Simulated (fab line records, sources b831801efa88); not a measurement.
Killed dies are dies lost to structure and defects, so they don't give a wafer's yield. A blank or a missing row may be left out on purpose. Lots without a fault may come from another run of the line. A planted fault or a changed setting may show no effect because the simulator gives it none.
A struck lot beside a sound one | flow sky130 | 33 steps out of a route of 708
Sound: wafers L560.2, L560.3, L560.4. Struck: wafers L573.4, L573.5, L573.6. The cause comes at the end.
At each step with rows: each side's tool, then ch and its chambers, then its first start. Under that, the readings that differ: sound wafers | struck wafers | difference of the means | sigmas: that difference in standard deviations of wafers without a fault.
alike: readings whose means differ by less than 2 such deviations, and words and numbers that are the same on both sides. not compared: withheld readings, readings that some wafer has no value for, bounds like >300 that may hide the same value, and numbers for which the record gives no deviation and whose values overlap.
The two part at a step that has a row with sigmas, a row that says differs or no value, or rows on one side only. Numbers that don't overlap but have no deviation are shown without sigmas and don't part them. A reading that every wafer of one side lacks parts them only if that side has two wafers or more.

first, 7 steps without rows for these wafers: SKY_SONOS_TUNNEL_DEVELOP_06 (develop time 60 s); SKY_SONOS_TUNNEL_IMPLANT_09; SKY_SONOS_TUNNEL_WET_ETCH_10 (etches SiO2 in dHF, target depth 14 nm, time 280 s); SKY_SONOS_TUNNEL_STRIP_11 (strips in SPM, time 600 s); SKY_SONOS_TUNNEL_CLEAN_13 (cleans in dHF, time 20 s); SKY_SONOS_ONO_OXIDATION_00 (stabilise 600 s, purge 300 s, target thk 2.6 nm); SKY_SONOS_ONO_CVD_02 (deposits Si3N4 from DCS/NH3, target thk 10.5 nm, time 180 s).
SKY_SONOS_ONO_CVD_04: deposits SiO2 from SiH4/N2O, target thk 5.7199 nm.
  sound on lpcvd-03 ch 1, day 12 11:59; struck on lpcvd-03 ch 0, day 17 01:13
  reading                                    | sound             | struck            | difference | sigmas
  zone_power_top_pct (%)                     | 34.4 34.4 35.2    | 33.2 33.8 33.1    | -1.3       | -2
  model.SiO2_of_SONOS_ONO_CVD_04.thk_nm (nm) | 5.493 5.479 5.517 | 5.975 6.037 6.056 | +0.526     |
  alike: spike_tc_centre_C
SKY_SONOS_ONO_THK_MEAS_05:
  sound on film_metro-04, day 12 13:14; struck on film_metro-04, day 17 02:43
  reading                   | sound          | struck         | difference | sigmas
  SONOS_ONO_CVD_04_THK (nm) | 5.44 5.53 5.56 | 5.98 6.07 6.03 | +0.52      | +5
  not compared: hold
then, 22 steps without rows for these wafers: SKY_SONOS_ONO_HMDS_07 (prime time 60 s); SKY_SONOS_ONO_COAT_08 (resist thk 1140 nm); SKY_SONOS_ONO_SOFTBAKE_09 (time 60 s); SKY_SONOS_ONO_EXPOSE_10 (exposes mask ONOM, target cd 410 nm); SKY_SONOS_ONO_PEB_11; SKY_SONOS_ONO_DEVELOP_12 (develop time 60 s); SKY_SONOS_ONO_ETCH_15 (etches the open film in CHF3/O2, target depth 19.52 nm, time 7.8 s); SKY_SONOS_ONO_WET_ETCH_16 (etches SiO2 in dHF, target depth 14 nm, time 280 s); SKY_SONOS_ONO_STRIP_17 (strips in O2/N2); SKY_SONOS_ONO_WET_ETCH_18 (etches Si3N4 in H3PO4, target depth 15 nm, time 175.4 s); SKY_GATE_OXIDE_CLEAN_00 (cleans in SC1/SC2, time 150 s); SKY_GATE_OXIDE_OXIDATION_01 (stabilise 600 s, purge 300 s, target thk 10.268 nm); SKY_GATE_OXIDE_DEHYDRATE_03 (time 60 s); SKY_GATE_OXIDE_HMDS_04 (prime time 60 s); SKY_GATE_OXIDE_COAT_05 (resist thk 1140 nm); SKY_GATE_OXIDE_SOFTBAKE_06 (time 60 s); SKY_GATE_OXIDE_EXPOSE_07 (exposes mask LVOM, target cd 600 nm); SKY_GATE_OXIDE_PEB_08; SKY_GATE_OXIDE_DEVELOP_09 (develop time 60 s); SKY_GATE_OXIDE_IMPLANT_11; SKY_GATE_OXIDE_WET_ETCH_12 (etches SiO2 in dHF, target depth 16.8 nm, time 336 s); SKY_GATE_OXIDE_STRIP_13 (strips in O2/N2).
-- the record jumps here: 3 days lie between the struck wafers' starts before and after --
SKY_GATE_OXIDE_CLEAN_15: cleans in SC1/SC2, time 150 s.
  sound on wet_bench-04 ch 1, day 14 16:02; struck on wet_bench-01 ch 1, day 19 15:59
  reading                                    | sound             | struck            | difference | sigmas
  model.SiO2_of_SONOS_ONO_CVD_04.thk_nm (nm) | 3.976 3.958 4.002 | 4.433 4.498 4.514 | +0.503     |
-- the record jumps here: 30 days lie between the struck wafers' starts before and after (it left off in module GATE_OXIDE and takes up again in module PAD_OPEN, whose first step shown is number 708 of the route) --
SKY_PAD_OPEN_PROBE_99:
  sound on prober-02, day 46 08:50; struck on prober-01, day 49 16:28
  reading                                 | sound                   | struck                  | difference | sigmas
  model.etest.sonos_uncharged.r_on_ohm_um | 811.3 794 811.9         | 817.5 845 831.4         | +25.6      |
  model.etest.cap_ono.gate_log10_a_cm2    | -7.668 -7.593 -7.667    | -8.273 -8.423 -8.445    | -0.738     |
  model.etest.cap_ono.gate_bv_v (V)       | 16 15.95 16.16          | 16.56 16.72 16.84       | +0.67      |
  model.etest.cap_ono.tox_acc_nm (nm)     | 12.69 12.66 12.76       | 13.17 13.34 13.26       | +0.55      |
  model.etest.sonos_programmed.vt_v (V)   | 1.52 1.549 1.547        | 1.344 1.198 1.252       | -0.274     |
  model.etest.sonos_erased.vt_v (V)       | -2.308 -2.392 -2.284    | -2.139 -2.084 -2.119    | +0.214     |
  model.etest.sonos_baked.vt_v (V)        | 1.028 1.025 0.9991      | 0.8658 0.802 0.8243     | -0.1867    |
  model.etest.sonos_baked.vt_less_v (V)   | -0.4923 -0.5233 -0.5481 | -0.4781 -0.3965 -0.4278 | +0.0871    |
  alike: killed_at_M0_to_M3, killed_at_M4_up, killed_at_contacts, killed_at_front_end, killed_at_other, killed_dies, killed_open, killed_short

WHERE THEY PART
First at SKY_SONOS_ONO_CVD_04; last, within this record, at SKY_SONOS_ONO_THK_MEAS_05. Later steps at which nothing parts them and some readings are alike: SKY_PAD_OPEN_PROBE_99.

WHY: what the simulator had put in
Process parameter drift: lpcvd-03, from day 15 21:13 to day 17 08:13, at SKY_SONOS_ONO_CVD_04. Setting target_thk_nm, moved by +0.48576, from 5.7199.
